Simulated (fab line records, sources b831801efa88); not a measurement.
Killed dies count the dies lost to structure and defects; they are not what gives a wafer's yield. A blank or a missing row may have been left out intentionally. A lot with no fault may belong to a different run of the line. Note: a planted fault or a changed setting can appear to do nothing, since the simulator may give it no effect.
fab line records	flow sky130
[record] lots = 6	wafers = 18	last-day = 50
route steps=708 shown LDD_N@252 LDD_P@255 PAD_OPEN@708
lots with no fault: from the same line, run without faults
start-h: hours from the record's opening day to when the first of the lot's shown wafers began	wait-h: time in hours since the lot's previous step	" same as the row above	L1.1+2: a single row standing in for several wafers	- either no value or no given start	* or withheld: withheld	< > ~ a bound
route shown NAME@n: names a module that has steps shown in the file, with the first one's number in the route	usual: average and standard deviation across the fault-free wafers	same: alike in all rows	chamber/n: place in a boat	sites: each site's reading	_std_site: the standard deviation of these	_edge_site: inner sites' mean taken away from outer sites' mean	radius-mm: how far each site lies from the wafer's centre	mask NAME#n: copy n	behind: tool/chamber where the wafer was last shaped	hold: cause of the lot's hold/its duration in hours/its outcome	device: names the non-switching transistor (n, p or np)	end of line: tests run on the same wafers once the route is complete	for a step that has no rows: nothing shown but its recipe	killed: the dies lost at the first sort to structure and to defects; this is not the yield of the wafer	map: dies across one wafer; x = killed, . = not, _ = none there
set.NAME: setting as actually run; set.NAME@STEP: the setting as run at that earlier step	model.NAME: the simulator's own value behind a step, which no gauge read
lots at selected steps of the route; one table per step, one row per wafer
services: the hour from which a tool's chamber was out of use, counted from the record's first day as start-h (under 0 if before that day), plus the number of hours and why
[[steps]]
[step SKY_LDD_N_IMPLANT_15]
[recipe] species = BF2	energy-kev = 50	dose-cm2 = 5e+12	tilt-deg = 30	rotation-deg = 270
[step SKY_LDD_N_STRIP_16]
[recipe] chemistry = O2/N2	power-w = 1400	pressure-mtorr = 1500	platen-temp-c = withheld	o2-flow-sccm = 3000	n2-flow-sccm = 300	overash-fraction = 0.5
[usual] drypump-motor-current-A = 5.9/0.5	oes-product-au = 0.406/0.0043	strip-time-to-endpoint-s = 4.309/0.012
lot.wafer	tool	chamber	start-h	wait-h	drypump-motor-current-A	oes-product-au	rf-hours-counter-h	strip-time-to-endpoint-s
L547.4	plasma-asher-01	1	425.47	0.1	6.4	0.406	-	4.318
L547.5	"	1	"	"	6.4	0.402	-	4.321
L547.6	"	0	"	"	5.5	0.416	-	4.317
L551.3	plasma-asher-01	0	465.99	0.1	5.5	0.404	-	4.285
L551.4	"	1	"	"	6.4	0.402	-	4.308
L551.5	"	0	"	"	5.5	0.405	-	4.295
L553.1	plasma-asher-04	1	481.24	0.1	5.2	0.398	6	4.324
L553.4	"	0	"	"	6.1	0.403	-	4.300
L553.5	"	1	"	"	5.1	0.413	-	4.306
L554.2	plasma-asher-01	1	484.19	0.1	6.4	0.410	38	4.295
L554.4	"	0	"	"	5.5	0.402	-	4.319
L554.5	"	0	"	"	5.5	0.402	-	4.318
L556.2	plasma-asher-01	0	500.80	0.1	5.5	0.406	40	4.319
L556.4	"	1	"	"	6.5	0.404	-	4.308
L556.6	"	0	"	"	5.5	0.403	-	4.304
L565.2	plasma-asher-01	0	608.34	0.1	5.5	0.409	51	4.326
L565.3	"	0	"	"	5.5	0.407	-	4.288
L565.6	"	1	"	"	6.4	0.403	-	4.309
[step SKY_LDD_N_TW_MEAS_17]
[usual] LDD_N_TW = 2570/18
lot.wafer	tool	chamber	start-h	wait-h	LDD_N_TW
L547.4	film-metro-03	-	425.57	0.1	2596
L547.5	"	-	"	"	2598
L547.6	"	-	"	"	2593
L551.3	film-metro-03	-	466.07	0.1	2571
L551.4	"	-	"	"	2579
L551.5	"	-	"	"	2572
L553.1	film-metro-02	-	481.34	0.1	2535
L553.4	"	-	"	"	2543
L553.5	"	-	"	"	2548
L554.2	film-metro-03	-	484.30	0.1	2576
L554.4	"	-	"	"	2578
L554.5	"	-	"	"	2573
L556.2	film-metro-02	-	500.91	0.1	2548
L556.4	"	-	"	"	2533
L556.6	"	-	"	"	2560
L565.2	film-metro-03	-	608.45	0.1	2568
L565.3	"	-	"	"	2577
L565.6	"	-	"	"	2577
[step SKY_LDD_P_DEHYDRATE_00]
[recipe] temp-c = 200	time-s = 60
[step SKY_LDD_P_HMDS_01]
[recipe] prime-time-s = 60	prime-temp-c = 120
[step SKY_LDD_P_COAT_02]
[recipe] resist = NOVOLAK	spin-rpm = 3000	resist-thk-nm = 1140
[step SKY_LDD_P_SOFTBAKE_03]
[recipe] temp-c = 90	time-s = 60	resist = NOVOLAK
[step SKY_LDD_P_EXPOSE_04]
[recipe] mask-id = PSDM	na = 0.6	source-shape = conventional	sigma-outer = 0.6	polarization = unpolarized	target-cd-nm = 380	dose-mj = 138
[step SKY_LDD_P_PEB_05]
[recipe] temp-c = withheld	time-s = *	resist = NOVOLAK
[step SKY_LDD_P_DEVELOP_06]
[recipe] resist = NOVOLAK	developer = TMAH	develop-time-s = 60	dev-temp-c = 23
[step SKY_LDD_P_CD_MEAS_07]
[recipe] target-cd-nm = 380
[usual] cd-nm = 380.0/2.2
lot.wafer	tool	chamber	start-h	wait-h	cd-nm
L547.4	cd-sem-01	-	456.05	0.1	379.5
L547.5	"	-	"	"	378.8
L547.6	"	-	"	"	378.9
L551.3	cd-sem-02	-	496.67	0.1	378.9
L551.4	"	-	"	"	377.7
L551.5	"	-	"	"	382.3
L553.1	cd-sem-01	-	511.60	0.1	381.6
L553.4	"	-	"	"	381.4
L553.5	"	-	"	"	383.3
L554.2	cd-sem-02	-	514.75	0.1	378.2
L554.4	"	-	"	"	377.2
L554.5	"	-	"	"	375.9
L556.2	cd-sem-01	-	531.22	0.1	376.9
L556.4	"	-	"	"	375.9
L556.6	"	-	"	"	376.8
L565.2	cd-sem-02	-	633.10	0.1	378.5
L565.3	"	-	"	"	379.0
L565.6	"	-	"	"	377.7
[step SKY_LDD_P_OVL_MEAS_08]
[usual] LDD_P_OVL = -0.1/1.6
lot.wafer	tool	chamber	start-h	wait-h	LDD_P_OVL[nm]
L547.4	overlay-02	-	456.13	0.1	-0.6
L547.5	"	-	"	"	-0.5
L547.6	"	-	"	"	-3.3
L551.3	overlay-01	-	496.76	0.1	-2.4
L551.4	"	-	"	"	-1.5
L551.5	"	-	"	"	-2.0
L553.1	overlay-01	-	511.72	0.1	1.1
L553.4	"	-	"	"	0.7
L553.5	"	-	"	"	1.0
L554.2	overlay-02	-	514.89	0.1	-1.1
L554.4	"	-	"	"	0.3
L554.5	"	-	"	"	-1.8
L556.2	overlay-01	-	531.33	0.1	-1.4
L556.4	"	-	"	"	-1.9
L556.6	"	-	"	"	-1.1
L565.2	overlay-02	-	633.20	0.1	-0.2
L565.3	"	-	"	"	1.5
L565.6	"	-	"	"	2.2
[step SKY_LDD_P_IMPLANT_09]
[recipe] species = BF2	energy-kev = 25	dose-cm2 = 1e+13	tilt-deg = withheld
[usual] beam-energy-keV = 25.002/0.0077
lot.wafer	tool	chamber	start-h	wait-h	beam-energy-keV	model.implant.rp-nm	model.implant.drp-nm
L547.4	implanter-03	0	456.22	0.1	25.006	21.35	11.41
L547.5	"	0	"	"	24.997	21.35	11.41
L547.6	"	0	"	"	25.007	21.35	11.41
L551.3	implanter-04	0	496.83	0.1	25.002	19.7	11.41
L551.4	"	0	"	"	25.002	19.7	11.41
L551.5	"	0	"	"	24.996	19.7	11.41
L553.1	implanter-04	0	511.76	0.0	21.116	18.31	10.13
L553.4	"	0	"	"	21.105	18.31	10.13
L553.5	"	0	"	"	21.113	18.31	10.13
L554.2	implanter-03	0	514.95	0.0	24.989	20.5	11.41
L554.4	"	0	"	"	24.976	20.5	11.41
L554.5	"	0	"	"	25.000	20.5	11.41
L556.2	implanter-04	0	531.38	0.0	21.127	18.38	10.13
L556.4	"	0	"	"	21.119	18.38	10.13
L556.6	"	0	"	"	21.122	18.38	10.13
L565.2	implanter-03	0	633.26	0.0	25.011	21.17	11.41
L565.3	"	0	"	"	25.003	21.17	11.41
L565.6	"	0	"	"	25.002	21.17	11.41
[step SKY_LDD_P_STRIP_10]
[recipe] chemistry = O2/N2	power-w = 1400	pressure-mtorr = 1500	platen-temp-c = withheld	o2-flow-sccm = 3000	n2-flow-sccm = 300	overash-fraction = 0.5
[usual] drypump-motor-current-A = 6.0/0.47	oes-product-au = 0.716/0.0048	strip-time-to-endpoint-s = 14.18/0.039
lot.wafer	tool	chamber	start-h	wait-h	drypump-motor-current-A	oes-product-au	rf-hours-counter-h	strip-time-to-endpoint-s
L547.4	plasma-asher-01	0	456.33	0.1	5.5	0.720	-	14.19
L547.5	"	1	"	"	6.4	0.717	-	14.15
L547.6	"	0	"	"	5.5	0.715	-	14.15
L551.3	plasma-asher-02	0	496.97	0.1	5.4	0.719	-	14.20
L551.4	"	1	"	"	6.4	0.726	-	14.22
L551.5	"	1	"	"	6.4	0.714	-	14.20
L553.1	plasma-asher-02	1	512.06	0.2	6.4	0.709	82	14.15
L553.4	"	1	"	"	6.5	0.712	-	14.17
L553.5	"	1	"	"	6.4	0.714	-	14.19
L554.2	plasma-asher-01	0	515.07	0.1	5.5	0.713	41	14.21
L554.4	"	1	"	"	6.4	0.719	-	14.18
L554.5	"	0	"	"	5.5	0.712	-	14.17
L556.2	plasma-asher-03	1	531.51	0.1	6.5	0.720	61	14.16
L556.4	"	1	"	"	6.5	0.714	-	14.16
L556.6	"	1	"	"	6.5	0.722	-	14.17
L565.2	plasma-asher-03	1	633.38	0.1	6.5	0.711	73	14.09
L565.3	"	0	"	"	5.5	0.725	-	14.18
L565.6	"	1	"	"	6.5	0.716	-	14.13
[step SKY_LDD_P_TW_MEAS_11]
[usual] LDD_P_TW = 635/3.1
lot.wafer	tool	chamber	start-h	wait-h	hold	LDD_P_TW
L547.4	film-metro-01	-	456.42	0.1	-	635
L547.5	"	-	"	"	-	633
L547.6	"	-	"	"	-	634
L551.3	film-metro-04	-	497.05	0.1	-	637
L551.4	"	-	"	"	-	636
L551.5	"	-	"	"	-	638
L553.1	film-metro-01	-	512.16	0.1	await-dispo/0.2h/release	604
L553.4	"	-	"	"	await-dispo/0.2h/release	603
L553.5	"	-	"	"	await-dispo/0.2h/release	602
L553.1	film-metro-01	-	512.38	0.2	-	603
L553.4	"	-	"	"	-	602
L553.5	"	-	"	"	-	604
L554.2	film-metro-04	-	515.18	0.1	-	632
L554.4	"	-	"	"	-	632
L554.5	"	-	"	"	-	639
L556.2	film-metro-04	-	531.62	0.1	await-dispo/0.2h/release	609
L556.4	"	-	"	"	await-dispo/0.2h/release	608
L556.6	"	-	"	"	await-dispo/0.2h/release	607
L556.2	film-metro-04	-	531.95	0.3	-	608
L556.4	"	-	"	"	-	608
L556.6	"	-	"	"	-	611
L565.2	film-metro-01	-	633.49	0.1	-	628
L565.3	"	-	"	"	-	631
L565.6	"	-	"	"	-	631
[step SKY_PAD_OPEN_PROBE_99]
[usual] killed_at_M0_to_M3 = 43/5.9	killed_at_M4_up = 3.3/1.9	killed-at-contacts = 24/5.6	killed-at-front-end = 15/4.1	killed-at-other = 0.4/0.66	killed-dies = 86/9	killed-open = 47/6.9	killed-short = 39/6.2
[same] gross-dies = 492	killed-at-back-side = 0
lot.wafer	tool	chamber	start-h	wait-h	killed_at_M0_to_M3	killed_at_M4_up	killed-at-contacts	killed-at-front-end	killed-at-other	killed-dies	killed-open	killed-short	model.etest.tip-p.rs-ohm-sq
L547.4	prober-02	-	1088.79	0.2	42	8	17	18	2	87	54	33	6843
L547.5	prober-02	-	1088.84	0.2	48	1	17	7	0	73	43	30	6839
L547.6	prober-02	-	1088.89	0.2	52	3	14	10	1	80	43	37	6870
L551.3	prober-02	-	1107.67	0.2	40	6	22	13	0	81	43	38	6979
L551.4	prober-02	-	1107.72	0.2	48	1	16	13	0	78	42	36	6956
L551.5	prober-02	-	1107.77	0.2	39	2	32	17	0	90	51	38	6926
L553.1	prober-02	-	1123.31	0.1	33	5	26	22	0	86	45	41	6971
L553.4	prober-02	-	1123.46	0.2	42	6	24	19	0	91	53	38	7011
L553.5	prober-02	-	1123.51	0.2	43	4	23	21	0	91	44	47	6987
L554.2	prober-01	-	1126.09	0.1	46	2	27	13	1	89	44	44	6797
L554.4	prober-01	-	1126.19	0.2	41	3	32	11	0	87	48	39	6821
L554.5	prober-01	-	1126.24	0.2	48	3	19	14	1	85	44	41	6870
L556.2	prober-02	-	1145.77	0.1	42	3	25	13	1	84	41	43	7138
L556.4	prober-02	-	1145.87	0.2	34	3	28	11	0	76	42	34	7087
L556.6	prober-02	-	1145.97	0.2	36	0	34	8	0	78	45	33	7063
L565.2	prober-02	-	1199.26	0.1	31	5	24	23	0	83	39	44	6846
L565.3	prober-02	-	1199.31	0.2	37	4	14	13	1	69	36	33	6823
L565.6	prober-02	-	1199.46	0.2	37	4	21	9	0	71	42	29	6875
// killed by level:class
L547.4 VIA2:geometric-particle:open=9 VIA1:geometric-particle:open=8 LI_CONTACT:geometric-particle:open=7 VIA3:geometric-particle:open=7 FIELD_ISO:geometric-particle:open=6 POLY_GATE:geometric-particle:open=5 CONTACT:geometric-particle:open=5 METAL4:geometric-particle:short=5
L547.5 VIA3:geometric-particle:open=13 METAL1:geometric-particle:short=8 VIA1:geometric-particle:open=8 CONTACT:geometric-particle:open=6 LI_CONTACT:geometric-particle:open=4 METAL2:geometric-particle:short=4 VIA2:geometric-particle:short=3 CONTACT:geometric-particle:short=3
L547.6 VIA1:geometric-particle:open=15 VIA2:geometric-particle:open=8 METAL2:geometric-particle:short=6 VIA3:geometric-particle:open=6 FIELD_ISO:geometric-particle:short=4 CONTACT:geometric-particle:short=4 METAL1:geometric-particle:short=4 VIA2:geometric-particle:short=4
L551.3 LI_CONTACT:geometric-particle:open=7 VIA3:geometric-particle:open=7 VIA1:geometric-particle:open=7 VIA1:geometric-particle:short=7 CONTACT:geometric-particle:short=6 CONTACT:geometric-particle:open=5 VIA2:geometric-particle:open=5 VIA3:geometric-particle:short=5
L551.4 METAL2:geometric-particle:short=10 VIA1:geometric-particle:open=8 VIA3:geometric-particle:open=8 CONTACT:geometric-particle:open=7 METAL3:geometric-particle:short=5 VIA2:geometric-particle:open=4 LI_CONTACT:geometric-particle:open=4 FIELD_ISO:geometric-particle:short=3
L551.5 CONTACT:geometric-particle:open=14 VIA2:geometric-particle:open=8 LI_CONTACT:geometric-particle:open=7 VIA1:geometric-particle:open=6 FIELD_ISO:geometric-particle:open=5 VIA3:geometric-particle:open=5 CONTACT:geometric-particle:short=5 METAL2:geometric-particle:short=5
L553.1 CONTACT:geometric-particle:open=12 POLY_GATE:geometric-particle:open=7 POLY_GATE:geometric-particle:short=5 METAL1:geometric-particle:short=5 VIA1:geometric-particle:open=5 VIA1:geometric-particle:short=5 VIA3:geometric-particle:open=5 FIELD_ISO:geometric-particle:short=4
L553.4 VIA1:geometric-particle:open=10 VIA2:geometric-particle:open=8 LI_CONTACT:geometric-particle:open=8 FIELD_ISO:geometric-particle:short=7 POLY_GATE:geometric-particle:open=7 CONTACT:geometric-particle:open=7 LOCAL_INTERCONNECT:geometric-particle:short=5 VIA3:geometric-particle:open=5
L553.5 VIA1:geometric-particle:open=11 FIELD_ISO:geometric-particle:short=10 CONTACT:geometric-particle:open=10 VIA3:geometric-particle:open=7 VIA2:geometric-particle:open=6 CONTACT:geometric-particle:short=6 METAL2:geometric-particle:short=5 VIA1:geometric-particle:short=5
L554.2 LI_CONTACT:geometric-particle:open=8 CONTACT:geometric-particle:short=8 CONTACT:geometric-particle:open=8 METAL2:geometric-particle:short=8 VIA1:geometric-particle:open=7 METAL1:geometric-particle:short=7 FIELD_ISO:geometric-particle:open=4 VIA3:geometric-particle:open=4
L554.4 CONTACT:geometric-particle:open=14 CONTACT:geometric-particle:short=9 VIA2:geometric-particle:open=8 VIA1:geometric-particle:open=8 METAL2:geometric-particle:short=5 POLY_GATE:geometric-particle:short=4 LI_CONTACT:geometric-particle:open=4 METAL3:geometric-particle:short=4
L554.5 VIA1:geometric-particle:open=12 METAL2:geometric-particle:short=8 CONTACT:geometric-particle:open=7 METAL1:geometric-particle:short=6 CONTACT:geometric-particle:short=6 VIA2:geometric-particle:open=6 METAL2:geometric-particle:open=5 LOCAL_INTERCONNECT:geometric-particle:short=4
L556.2 LI_CONTACT:geometric-particle:open=12 VIA1:geometric-particle:short=10 METAL2:geometric-particle:short=7 VIA2:geometric-particle:open=7 VIA1:geometric-particle:open=6 CONTACT:geometric-particle:open=5 POLY_GATE:geometric-particle:open=4 LOCAL_INTERCONNECT:geometric-particle:short=4
L556.4 CONTACT:geometric-particle:open=12 LI_CONTACT:geometric-particle:open=9 METAL2:geometric-particle:short=7 METAL1:geometric-particle:short=6 VIA1:geometric-particle:open=5 POLY_GATE:geometric-particle:open=4 VIA1:geometric-particle:short=4 FIELD_ISO:geometric-particle:open=3
L556.6 LI_CONTACT:geometric-particle:open=11 CONTACT:geometric-particle:open=10 VIA1:geometric-particle:open=9 METAL2:geometric-particle:short=7 LOCAL_INTERCONNECT:geometric-particle:short=6 VIA1:geometric-particle:short=5 VIA3:geometric-particle:open=5 LI_CONTACT:geometric-particle:short=3
L565.2 LI_CONTACT:geometric-particle:open=9 FIELD_ISO:geometric-particle:short=6 VIA1:geometric-particle:open=6 CONTACT:geometric-particle:open=6 FIELD_ISO:geometric-particle:open=5 METAL4:geometric-particle:short=5 METAL1:geometric-particle:short=5 VIA1:geometric-particle:short=5
L565.3 VIA1:geometric-particle:open=9 METAL2:geometric-particle:short=6 VIA2:geometric-particle:open=5 VIA3:geometric-particle:open=5 METAL4:geometric-particle:short=4 CONTACT:geometric-particle:open=4 VIA1:geometric-particle:short=4 POLY_GATE:geometric-particle:open=3
L565.6 VIA2:geometric-particle:open=9 CONTACT:geometric-particle:open=8 VIA1:geometric-particle:open=6 METAL2:geometric-particle:short=5 LI_CONTACT:geometric-particle:open=4 LOCAL_INTERCONNECT:geometric-particle:short=4 CONTACT:geometric-particle:short=4 VIA2:geometric-particle:short=4
[[services]]
tool	chamber	start-h	hours	kind
plasma-asher-04	-	421.25	9.0	pm
plasma-asher-04	0	421.25	9.0	vent-cycle
plasma-asher-04	1	421.25	9.0	vent-cycle
plasma-asher-04	0	430.25	-	clean
plasma-asher-04	1	430.25	-	clean
plasma-asher-03	-	444.06	14.6	pm
plasma-asher-02	-	475.71	2.8	repair
plasma-asher-03	-	480.51	2.8	pm
plasma-asher-04	-	500.80	1.5	repair
plasma-asher-02	-	532.22	3.3	repair
implanter-04	-	542.98	3.2	repair
plasma-asher-04	-	543.02	10.0	pm
plasma-asher-02	-	550.34	2.8	pm
plasma-asher-03	-	569.85	1.9	repair
implanter-03	-	589.15	3.6	pm
implanter-04	-	626.60	4.8	pm
[[key]]
[first-sign] step = SKY_LDD_P_IMPLANT_09	reading = beam-energy-keV	direction = down	sigmas = 99+	usual = *	struck = *
[effect] step = SKY_LDD_P_TW_MEAS_11	reading = visit	direction = added
[effect] step = SKY_LDD_P_TW_MEAS_11	reading = LDD_P_TW	direction = down	sigmas = 9.4	usual = 635	struck = 605
[model-effect] step = SKY_LDD_P_IMPLANT_09	value = implant.rp-nm	without = 20.99	struck = 18.35
[model-effect] step = SKY_PAD_OPEN_PROBE_99	value = etest.tip-p.rs-ohm-sq	without = 6894	struck = 7043
met-at SKY_LDD_P_IMPLANT_09
struck-wafers L553.1,L553.4,L553.5,L556.2,L556.4,L556.6
tester-left-out L553,L556
onset-between 496.83 511.76
[fault] kind = process-parameter-drift	tool = implanter-04	chamber = -	onset-h = 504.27	steps = SKY_LDD_P_IMPLANT_09	channel = energy-kev	offset = *	shape = step	end-h = 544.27	acts-in = *	stated = *
// tester-left-out: of these lots the tester's yield and bins aren't shown, on N5 and GAA mostly nor the transistor test; their killed dies are dies lost to structure and defects alone, not to doping, threshold or leakage, so they don't give the yield
